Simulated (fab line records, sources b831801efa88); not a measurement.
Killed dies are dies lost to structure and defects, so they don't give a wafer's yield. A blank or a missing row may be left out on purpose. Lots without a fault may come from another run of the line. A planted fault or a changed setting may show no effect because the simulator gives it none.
fab line records | flow gf180mcu
record lots=5 wafers=15 last_day=34
route steps=602 shown MVSD@75 MVPSD@78 VT_IMPLANT@90
lots that met no fault: from a run of the same line without faults
start_h: hours from the record's first day to the start of the lot's first wafer shown | wait_h: hours since the lot's step before | " the same as in the row above | L1.1+2: a row that stands for several wafers | - no value, or no start given | * or withheld: withheld | < > ~ a bound
route shown NAME@n: a module of which the file shows steps, and the number in the route of the first | usual: mean/standard deviation of fault-free wafers | same: alike in all rows | chamber/n: place in a boat | sites: the reading at each site | _std_site: their standard deviation | _edge_site: outer sites' mean less inner sites' | radius_mm: how far each site lies from the wafer's centre | mask NAME#n: copy n | behind: the tool/chamber that last shaped the wafer | hold: why the lot was held/for how many hours/how that ended | device: the transistor (n, p or np) that didn't switch | end of line: the same wafers' tests at the end of the route | a step without rows: its recipe alone | killed: dies lost to structure and defects at the first sort, not the wafer's yield | map: a wafer's dies, x killed, . not, _ none there
set.NAME: the setting as run; set.NAME@STEP: as run at that earlier step | model.NAME: the simulator's own value behind a step, which no gauge read
lots at some steps of the route; a table a step, a row a wafer
services: from which hour (start_h, from the record's first day; less than 0 if before it) a tool's chamber was out of use, for how many hours, and why
## steps
# step GF_MVSD_IMPLANT_09
# recipe species=P energy_kev=100 dose_cm2=5e+12 tilt_deg=0
# columns lot.wafer tool chamber start_h wait_h
L076.1+2+6 implanter-03 0 90.67 0.1
L088.2+4+5 implanter-04 0 161.93 0.1
L091.1+2+6 implanter-03 0 182.45 0.1
L093.4+5+6 implanter-04 0 203.67 0.1
L096.2+3+4 implanter-04 0 214.54 0.1
# step GF_MVSD_STRIP_10
# recipe chemistry=O2/N2 power_w=1400 pressure_mtorr=1500 platen_temp_c=250 o2_flow_sccm=3000 n2_flow_sccm=300 overash_fraction=0.5
# usual drypump_motor_current_A=5.56/0.29 heater_power_w=349/24 oes_product_au=0.722/0.0044 strip_time_to_endpoint_s=36.93/0.12
# columns lot.wafer tool chamber start_h wait_h drypump_motor_current_A heater_power_w oes_product_au rf_hours_counter_h strip_time_to_endpoint_s
L076.1 plasma_asher-03 1 90.82 0.1 5.27 326 0.721 29 36.85
L076.2 " 0 " " 5.85 350 0.721 29 36.87
L076.6 " 1 " " 5.25 329 0.713 - 36.82
L088.2 plasma_asher-01 0 162.05 0.1 5.85 390 0.727 54 36.87
L088.4 " 1 " " 5.53 370 0.717 - 36.96
L088.5 " 0 " " 5.87 390 0.718 - 36.96
L091.1 plasma_asher-03 1 182.60 0.1 5.26 331 0.720 38 37.03
L091.2 " 0 " " 5.84 349 0.725 38 36.96
L091.6 " 0 " " 5.83 337 0.720 - 36.88
L093.4 plasma_asher-01 1 203.78 0.1 5.54 372 0.721 - 36.94
L093.5 " 1 " " 5.51 369 0.721 - 37.01
L093.6 " 0 " " 5.87 388 0.729 - 36.87
L096.2 plasma_asher-01 0 214.67 0.1 5.85 375 0.721 59 36.86
L096.3 " 0 " " 5.87 399 0.717 - 37.00
L096.4 " 1 " " 5.54 372 0.722 - 37.01
# step GF_MVSD_TW_MEAS_11
# usual MVSD_TW=1589/11
# columns lot.wafer tool chamber start_h wait_h MVSD_TW
L076.1 film_metro-04 - 90.92 0.1 1593
L076.2 " - " " 1592
L076.6 " - " " 1597
L088.2 film_metro-04 - 162.16 0.1 1601
L088.4 " - " " 1609
L088.5 " - " " 1596
L091.1 film_metro-01 - 182.70 0.1 1576
L091.2 " - " " 1579
L091.6 " - " " 1574
L093.4 film_metro-02 - 203.88 0.1 1588
L093.5 " - " " 1595
L093.6 " - " " 1590
L096.2 film_metro-04 - 214.78 0.1 1594
L096.3 " - " " 1584
L096.4 " - " " 1594
# step GF_MVPSD_DEHYDRATE_00
# recipe temp_c=200 time_s=60
# columns lot.wafer tool chamber start_h wait_h
L076.1+2+6 litho_track-04 0 97.06 6.1
L088.2+4+5 litho_track-04 0 169.74 7.6
L091.1+2+6 litho_track-04 0 189.96 7.3
L093.4+5+6 litho_track-01 0 212.12 8.2
L096.2+3+4 litho_track-01 0 223.12 8.3
# step GF_MVPSD_HMDS_01
# recipe prime_time_s=60 prime_temp_c=120
# columns lot.wafer tool chamber start_h wait_h
L076.1+2+6 litho_track-04 0 97.21 0.1
L088.2+4+5 litho_track-04 0 169.89 0.1
L091.1+2+6 litho_track-04 0 190.11 0.1
L093.4+5+6 litho_track-01 0 212.27 0.1
L096.2+3+4 litho_track-01 0 223.27 0.1
# step GF_MVPSD_COAT_02
# recipe spin_rpm=2000 resist_thk_nm=3000
# columns lot.wafer tool chamber start_h wait_h
L076.1+2+6 litho_track-04 0 97.36 0.1
L088.2+4+5 litho_track-04 0 170.04 0.1
L091.1+2+6 litho_track-04 0 190.26 0.1
L093.4+5+6 litho_track-01 0 212.42 0.1
L096.2+3+4 litho_track-01 0 223.42 0.1
# step GF_MVPSD_SOFTBAKE_03
# recipe temp_c=110 time_s=withheld
# columns lot.wafer tool chamber start_h wait_h
L076.1+2+6 litho_track-04 0 97.51 0.1
L088.2+4+5 litho_track-04 0 170.20 0.1
L091.1+2+6 litho_track-04 0 190.41 0.1
L093.4+5+6 litho_track-01 0 212.59 0.1
L096.2+3+4 litho_track-01 0 223.57 0.1
# step GF_MVPSD_EXPOSE_04
# recipe mask_id=MVPSD target_cd_nm=1000 na=0.6 source_shape=conventional sigma_outer=0.6 dose_mj=260
# columns lot.wafer tool chamber start_h wait_h mask
L076.1+2+6 iline_stepper-02 0 - - MVPSD#0
L088.2+4+5 iline_stepper-01 0 - - MVPSD#0
L091.1+2+6 iline_stepper-01 0 - - MVPSD#0
L093.4+5+6 iline_stepper-02 0 - - MVPSD#0
L096.2+3+4 iline_stepper-01 0 - - MVPSD#0
# step GF_MVPSD_PEB_05
# recipe temp_c=115 time_s=withheld
# columns lot.wafer tool chamber start_h wait_h
L076.1+2+6 litho_track-02 0 - -
L088.2+4+5 litho_track-01 0 - -
L091.1+2+6 litho_track-01 0 - -
L093.4+5+6 litho_track-04 0 - -
L096.2+3+4 litho_track-02 0 - -
# step GF_MVPSD_DEVELOP_06
# recipe wall_angle_deg=90 develop_time_s=60 dev_temp_c=23
# usual developer_temp_C=23.00/0.096
# columns lot.wafer tool chamber start_h wait_h developer_temp_C
L076.1 litho_track-02 0 - - 23.10
L076.2 " 0 " " 23.13
L076.6 " 0 " " 23.09
L088.2 litho_track-01 0 - - 22.97
L088.4 " 0 " " 22.94
L088.5 " 0 " " 23.05
L091.1 litho_track-01 0 - - 23.00
L091.2 " 0 " " 23.09
L091.6 " 0 " " 22.93
L093.4 litho_track-04 0 - - 23.01
L093.5 " 0 " " 22.97
L093.6 " 0 " " 22.95
L096.2 litho_track-02 0 - - 22.89
L096.3 " 0 " " 22.85
L096.4 " 0 " " 22.92
# step GF_MVPSD_OVL_MEAS_07
# usual MVPSD_OVL=-0.8/1.3
# columns lot.wafer tool chamber start_h wait_h MVPSD_OVL[nm]
L076.1 overlay-01 - 104.36 - 0.4
L076.2 " - " " -0.1
L076.6 " - " " -0.2
L088.2 overlay-01 - 178.65 - -0.7
L088.4 " - " " -2.1
L088.5 " - " " -1.7
L091.1 overlay-01 - 199.14 - -0.2
L091.2 " - " " -0.9
L091.6 " - " " -2.4
L093.4 overlay-02 - 221.28 - -0.6
L093.5 " - " " 0.7
L093.6 " - " " -0.3
L096.2 overlay-02 - 232.32 - -2.3
L096.3 " - " " -2.7
L096.4 " - " " -2.9
# step GF_MVPSD_IMPLANT_08
# recipe species=B energy_kev=170 dose_cm2=1.5e+13 tilt_deg=0
# columns lot.wafer tool chamber start_h wait_h
L076.1+2+6 implanter-03 0 104.40 0.0
L088.2+4+5 implanter-01 0 178.70 0.0
L091.1+2+6 implanter-01 0 199.18 0.0
L093.4+5+6 implanter-03 0 221.37 0.1
L096.2+3+4 implanter-01 0 232.37 0.0
# step GF_MVPSD_IMPLANT_09
# recipe species=B energy_kev=40 dose_cm2=5e+12 tilt_deg=0
# columns lot.wafer tool chamber start_h wait_h
L076.1+2+6 implanter-03 0 104.55 0.1
L088.2+4+5 implanter-01 0 178.85 0.1
L091.1+2+6 implanter-01 0 199.33 0.1
L093.4+5+6 implanter-03 0 221.52 0.1
L096.2+3+4 implanter-01 0 232.52 0.1
# step GF_MVPSD_STRIP_10
# recipe chemistry=O2/N2 power_w=1400 pressure_mtorr=1500 platen_temp_c=250 o2_flow_sccm=3000 n2_flow_sccm=300 overash_fraction=0.5
# usual drypump_motor_current_A=5.45/0.3 heater_power_w=342/27 oes_product_au=0.722/0.0048 strip_time_to_endpoint_s=36.96/0.094
# columns lot.wafer tool chamber start_h wait_h drypump_motor_current_A heater_power_w oes_product_au rf_hours_counter_h strip_time_to_endpoint_s
L076.1 plasma_asher-02 0 104.70 0.1 5.58 362 0.729 42 37.09
L076.2 " 1 " " 5.02 317 0.726 42 37.13
L076.6 " 0 " " 5.60 363 0.730 - 37.05
L088.2 plasma_asher-02 0 178.98 0.1 5.61 347 0.733 6 36.93
L088.4 " 0 " " 5.58 352 0.726 - 36.84
L088.5 " 0 " " 5.60 364 0.720 - 36.83
L091.1 plasma_asher-02 1 199.48 0.1 5.00 317 0.720 8 37.03
L091.2 " 0 " " 5.61 353 0.720 8 37.06
L091.6 " 0 " " 5.62 368 0.717 - 37.12
L093.4 plasma_asher-01 0 221.63 0.1 5.86 388 0.717 - 36.98
L093.5 " 0 " " 5.85 387 0.725 - 37.09
L093.6 " 1 " " 5.52 363 0.718 - 37.03
L096.2 plasma_asher-02 1 232.65 0.1 5.02 311 0.718 12 37.10
L096.3 " 0 " " 5.57 356 0.723 - 37.02
L096.4 " 1 " " 5.01 309 0.721 - 36.99
# step GF_MVPSD_TW_MEAS_11
# usual MVPSD_TW=555/3.8
# columns lot.wafer tool chamber start_h wait_h MVPSD_TW
L076.1 film_metro-04 - 104.80 0.1 562
L076.2 " - " " 561
L076.6 " - " " 562
L088.2 film_metro-01 - 179.09 0.1 552
L088.4 " - " " 550
L088.5 " - " " 551
L091.1 film_metro-04 - 199.58 0.1 557
L091.2 " - " " 556
L091.6 " - " " 556
L093.4 film_metro-02 - 221.73 0.1 553
L093.5 " - " " 552
L093.6 " - " " 551
L096.2 film_metro-04 - 232.76 0.1 557
L096.3 " - " " 557
L096.4 " - " " 559
# step GF_VT_IMPLANT_DEHYDRATE_00
# recipe temp_c=200 time_s=60
# columns lot.wafer tool chamber start_h wait_h
L076.1+2+6 litho_track-01 0 111.44 6.6
L088.2+4+5 litho_track-01 0 187.17 8.1
L091.1+2+6 litho_track-01 0 207.74 8.2
L093.4+5+6 litho_track-02 0 230.09 8.4
L096.2+3+4 litho_track-01 0 241.37 8.6
# step GF_VT_IMPLANT_HMDS_01
# recipe prime_time_s=60 prime_temp_c=120
# columns lot.wafer tool chamber start_h wait_h
L076.1+2+6 litho_track-01 0 111.59 0.1
L088.2+4+5 litho_track-01 0 187.32 0.1
L091.1+2+6 litho_track-01 0 207.89 0.1
L093.4+5+6 litho_track-02 0 230.24 0.1
L096.2+3+4 litho_track-01 0 241.52 0.1
# step GF_VT_IMPLANT_COAT_02
# recipe resist=NOVOLAK spin_rpm=3000 resist_thk_nm=1000
# columns lot.wafer tool chamber start_h wait_h
L076.1+2+6 litho_track-01 0 111.74 0.1
L088.2+4+5 litho_track-01 0 187.47 0.1
L091.1+2+6 litho_track-01 0 208.04 0.1
L093.4+5+6 litho_track-02 0 230.39 0.1
L096.2+3+4 litho_track-01 0 241.67 0.1
# step GF_VT_IMPLANT_SOFTBAKE_03
# recipe temp_c=90 time_s=60 resist=NOVOLAK
# columns lot.wafer tool chamber start_h wait_h
L076.1+2+6 litho_track-01 0 111.89 0.1
L088.2+4+5 litho_track-01 0 187.62 0.1
L091.1+2+6 litho_track-01 0 208.19 0.1
L093.4+5+6 litho_track-02 0 230.54 0.1
L096.2+3+4 litho_track-01 0 241.82 0.1
# step GF_VT_IMPLANT_EXPOSE_04
# recipe mask_id=LVPWELL_LV_AREA target_cd_nm=600 na=0.6 source_shape=conventional sigma_outer=0.6 dose_mj=140
# columns lot.wafer tool chamber start_h wait_h mask
L076.1+2+6 iline_stepper-01 0 - - LVPWELL_LV_AREA#0
L088.2+4+5 iline_stepper-01 0 - - LVPWELL_LV_AREA#0
L091.1+2+6 iline_stepper-02 0 - - LVPWELL_LV_AREA#0
L093.4+5+6 iline_stepper-02 0 - - LVPWELL_LV_AREA#0
L096.2+3+4 iline_stepper-01 0 - - LVPWELL_LV_AREA#0
# step GF_VT_IMPLANT_PEB_05
# recipe temp_c=withheld time_s=* resist=NOVOLAK
# columns lot.wafer tool chamber start_h wait_h
L076.1+2+6 litho_track-01 0 - -
L088.2+4+5 litho_track-02 0 - -
L091.1+2+6 litho_track-03 0 - -
L093.4+5+6 litho_track-01 0 - -
L096.2+3+4 litho_track-03 0 - -
# step GF_VT_IMPLANT_DEVELOP_06
# recipe develop_time_s=60 dev_temp_c=23
# usual developer_temp_C=23.01/0.1
# columns lot.wafer tool chamber start_h wait_h developer_temp_C
L076.1 litho_track-01 0 119.14 0.1 23.14
L076.2 " 0 " " 23.03
L076.6 " 0 " " 23.25
L088.2 litho_track-02 0 195.09 0.1 23.20
L088.4 " 0 " " 23.09
L088.5 " 0 " " 23.22
L091.1 litho_track-03 0 216.23 0.1 22.91
L091.2 " 0 " " 22.99
L091.6 " 0 " " 23.02
L093.4 litho_track-01 0 239.62 0.1 23.10
L093.5 " 0 " " 22.92
L093.6 " 0 " " 22.97
L096.2 litho_track-03 0 251.05 0.1 23.01
L096.3 " 0 " " 22.98
L096.4 " 0 " " 22.99
# step GF_VT_IMPLANT_OVL_MEAS_07
# usual VT_IMPLANT_OVL=-0.7/1.5
# columns lot.wafer tool chamber start_h wait_h VT_IMPLANT_OVL[nm]
L076.1 overlay-02 - 119.29 0.1 -2.9
L076.2 " - " " -1.4
L076.6 " - " " 0.3
L088.2 overlay-01 - 195.22 0.1 -0.1
L088.4 " - " " 0.1
L088.5 " - " " 0.1
L091.1 overlay-01 - 216.38 0.1 -1.6
L091.2 " - " " 0.3
L091.6 " - " " 1.3
L093.4 overlay-02 - 239.71 0.1 -2.7
L093.5 " - " " -2.9
L093.6 " - " " -3.0
L096.2 overlay-01 - 251.18 0.1 1.6
L096.3 " - " " 0.4
L096.4 " - " " -0.7
# step GF_VT_IMPLANT_IMPLANT_08
# recipe species=BF2 energy_kev=20 dose_cm2=8.29e+12 tilt_deg=7
# columns lot.wafer tool chamber start_h wait_h
L076.1+2+6 implanter-02 0 119.33 0.0
L088.2+4+5 implanter-02 0 195.27 0.0
L091.1+2+6 implanter-01 0 216.42 0.0
L093.4+5+6 implanter-04 0 239.80 0.1
L096.2+3+4 implanter-04 0 251.24 0.0
# step GF_VT_IMPLANT_STRIP_09
# recipe chemistry=O2/N2 power_w=1400 pressure_mtorr=1500 platen_temp_c=250 o2_flow_sccm=3000 n2_flow_sccm=300 overash_fraction=0.5
# usual drypump_motor_current_A=5.56/0.26 heater_power_w=333/17 oes_product_au=0.716/0.0045 strip_time_to_endpoint_s=12.62/0.037
# columns lot.wafer tool chamber start_h wait_h drypump_motor_current_A heater_power_w oes_product_au rf_hours_counter_h strip_time_to_endpoint_s
L076.1 plasma_asher-04 0 119.48 0.1 5.32 331 0.709 49 12.61
L076.2 " 1 " " 5.75 327 0.717 49 12.58
L076.6 " 1 " " 5.75 319 0.712 - 12.60
L088.2 plasma_asher-03 0 195.40 0.1 5.84 348 0.716 39 12.62
L088.4 " 1 " " 5.27 324 0.713 - 12.62
L088.5 " 1 " " 5.25 328 0.713 - 12.60
L091.1 plasma_asher-04 0 216.57 0.1 5.35 330 0.715 59 12.65
L091.2 " 1 " " 5.77 321 0.707 59 12.63
L091.6 " 1 " " 5.78 316 0.716 - 12.63
L093.4 plasma_asher-04 0 239.91 0.1 5.36 330 0.710 - 12.63
L093.5 " 0 " " 5.34 327 0.720 - 12.58
L093.6 " 1 " " 5.76 315 0.724 - 12.60
L096.2 plasma_asher-03 0 251.36 0.1 5.84 337 0.715 45 12.64
L096.3 " 1 " " 5.25 328 0.715 - 12.64
L096.4 " 0 " " 5.85 334 0.714 - 12.64
# step GF_VT_IMPLANT_TW_MEAS_10
# usual VT_IMPLANT_TW=565/3.7
# columns lot.wafer tool chamber start_h wait_h VT_IMPLANT_TW
L076.1 film_metro-01 - 119.58 0.1 560
L076.2 " - " " 560
L076.6 " - " " 562
L088.2 film_metro-04 - 195.51 0.1 567
L088.4 " - " " 565
L088.5 " - " " 571
L091.1 film_metro-03 - 216.71 0.1 567
L091.2 " - " " 563
L091.6 " - " " 562
L093.4 film_metro-03 - 240.01 0.1 564
L093.5 " - " " 565
L093.6 " - " " 568
L096.2 film_metro-01 - 251.47 0.1 562
L096.3 " - " " 564
L096.4 " - " " 562
# step GF_VT_IMPLANT_DEHYDRATE_11
# recipe temp_c=200 time_s=60
# columns lot.wafer tool chamber start_h wait_h
L076.1+2+6 litho_track-01 0 126.64 7.1
L088.2+4+5 litho_track-02 0 204.04 8.5
L091.1+2+6 litho_track-03 0 225.08 8.4
L093.4+5+6 litho_track-03 0 248.40 8.4
L096.2+3+4 litho_track-01 0 260.02 8.5
# step GF_VT_IMPLANT_HMDS_12
# recipe prime_time_s=60 prime_temp_c=120
# columns lot.wafer tool chamber start_h wait_h
L076.1+2+6 litho_track-01 0 126.79 0.1
L088.2+4+5 litho_track-02 0 204.19 0.1
L091.1+2+6 litho_track-03 0 225.23 0.1
L093.4+5+6 litho_track-03 0 248.55 0.1
L096.2+3+4 litho_track-01 0 260.17 0.1
# step GF_VT_IMPLANT_COAT_13
# recipe resist=NOVOLAK spin_rpm=3000 resist_thk_nm=1000
# columns lot.wafer tool chamber start_h wait_h
L076.1+2+6 litho_track-01 0 126.94 0.1
L088.2+4+5 litho_track-02 0 204.34 0.1
L091.1+2+6 litho_track-03 0 225.38 0.1
L093.4+5+6 litho_track-03 0 248.70 0.1
L096.2+3+4 litho_track-01 0 260.32 0.1
# step GF_VT_IMPLANT_SOFTBAKE_14
# recipe temp_c=90 time_s=60 resist=NOVOLAK
# columns lot.wafer tool chamber start_h wait_h
L076.1+2+6 litho_track-01 0 127.09 0.1
L088.2+4+5 litho_track-02 0 204.49 0.1
L091.1+2+6 litho_track-03 0 225.53 0.1
L093.4+5+6 litho_track-03 0 248.85 0.1
L096.2+3+4 litho_track-01 0 260.47 0.1
# step GF_VT_IMPLANT_EXPOSE_15
# recipe mask_id=Nwell_LV_AREA target_cd_nm=860 na=0.6 source_shape=conventional sigma_outer=0.6 dose_mj=140
# columns lot.wafer tool chamber start_h wait_h mask
L076.1+2+6 iline_stepper-02 0 - - Nwell_LV_AREA#0
L088.2+4+5 iline_stepper-01 0 - - Nwell_LV_AREA#0
L091.1+2+6 iline_stepper-01 0 - - Nwell_LV_AREA#0
L093.4+5+6 iline_stepper-01 0 - - Nwell_LV_AREA#0
L096.2+3+4 iline_stepper-01 0 - - Nwell_LV_AREA#0
# step GF_VT_IMPLANT_PEB_16
# recipe temp_c=withheld time_s=* resist=NOVOLAK
# columns lot.wafer tool chamber start_h wait_h
L076.1+2+6 litho_track-03 0 - -
L088.2+4+5 litho_track-01 0 - -
L091.1+2+6 litho_track-01 0 - -
L093.4+5+6 litho_track-01 0 - -
L096.2+3+4 litho_track-03 0 - -
# step GF_VT_IMPLANT_DEVELOP_17
# recipe develop_time_s=60 dev_temp_c=23
# usual developer_temp_C=23.01/0.1
# columns lot.wafer tool chamber start_h wait_h developer_temp_C
L076.1 litho_track-03 0 133.68 0.1 23.02
L076.2 " 0 " " 22.95
L076.6 " 0 " " 23.03
L088.2 litho_track-01 0 212.87 0.1 22.99
L088.4 " 0 " " 23.06
L088.5 " 0 " " 23.08
L091.1 litho_track-01 0 234.19 0.1 22.83
L091.2 " 0 " " 22.91
L091.6 " 0 " " 22.80
L093.4 litho_track-01 0 258.32 0.1 23.02
L093.5 " 0 " " 22.94
L093.6 " 0 " " 22.96
L096.2 litho_track-03 0 270.10 0.1 22.85
L096.3 " 0 " " 22.93
L096.4 " 0 " " 22.86
# step GF_VT_IMPLANT_OVL_MEAS_18
# usual VT_IMPLANT_01_OVL=0.1/1.2
# columns lot.wafer tool chamber start_h wait_h VT_IMPLANT_01_OVL[nm]
L076.1 overlay-02 - 133.83 0.1 0.5
L076.2 " - " " 0.5
L076.6 " - " " 0.3
L088.2 overlay-01 - 213.00 0.1 1.2
L088.4 " - " " 1.7
L088.5 " - " " 1.9
L091.1 overlay-01 - 234.34 0.1 -0.9
L091.2 " - " " -1.0
L091.6 " - " " 0.6
L093.4 overlay-02 - 258.41 0.1 -0.9
L093.5 " - " " -0.1
L093.6 " - " " 0.3
L096.2 overlay-01 - 270.23 0.1 -0.7
L096.3 " - " " 0.5
L096.4 " - " " -0.4
# step GF_VT_IMPLANT_IMPLANT_19
# recipe species=As energy_kev=100 dose_cm2=4.35e+12 tilt_deg=7
# columns lot.wafer tool chamber start_h wait_h
L076.1+2+6 implanter-02 0 133.87 0.0
L088.2+4+5 implanter-01 0 213.05 0.0
L091.1+2+6 implanter-01 0 234.38 0.0
L093.4+5+6 implanter-01 0 258.50 0.1
L096.2+3+4 implanter-01 0 270.29 0.0
## services
# columns tool chamber start_h hours kind
implanter-02 - 67.20 5.4 pm
iline_stepper-01 0 67.67 - calibration
iline_stepper-01 - 82.83 10.1 repair
iline_stepper-02 - 92.89 1.7 pm
iline_stepper-02 - 99.50 2.1 pm
iline_stepper-02 - 101.58 - consumable_replace:lamp
plasma_asher-02 - 108.75 9.0 pm
plasma_asher-02 0 108.75 9.0 vent_cycle
plasma_asher-02 1 108.75 9.0 vent_cycle
iline_stepper-02 0 116.63 - calibration
plasma_asher-02 0 117.75 - clean
iline_stepper-02 - 152.63 8.4 repair
implanter-03 - 159.43 0.8 repair
iline_stepper-01 - 166.53 3.6 repair
implanter-01 - 166.71 3.2 repair
plasma_asher-01 - 178.80 1.2 repair
implanter-03 - 179.12 1.1 repair
implanter-01 - 180.74 4.5 pm
implanter-02 - 183.71 3.6 repair
implanter-01 - 188.46 3.2 repair
iline_stepper-02 - 217.21 8.2 repair
implanter-03 - 244.52 1.3 repair
implanter-03 - 246.73 1.1 repair
iline_stepper-01 - 268.70 29.6 repair
## key
fault none
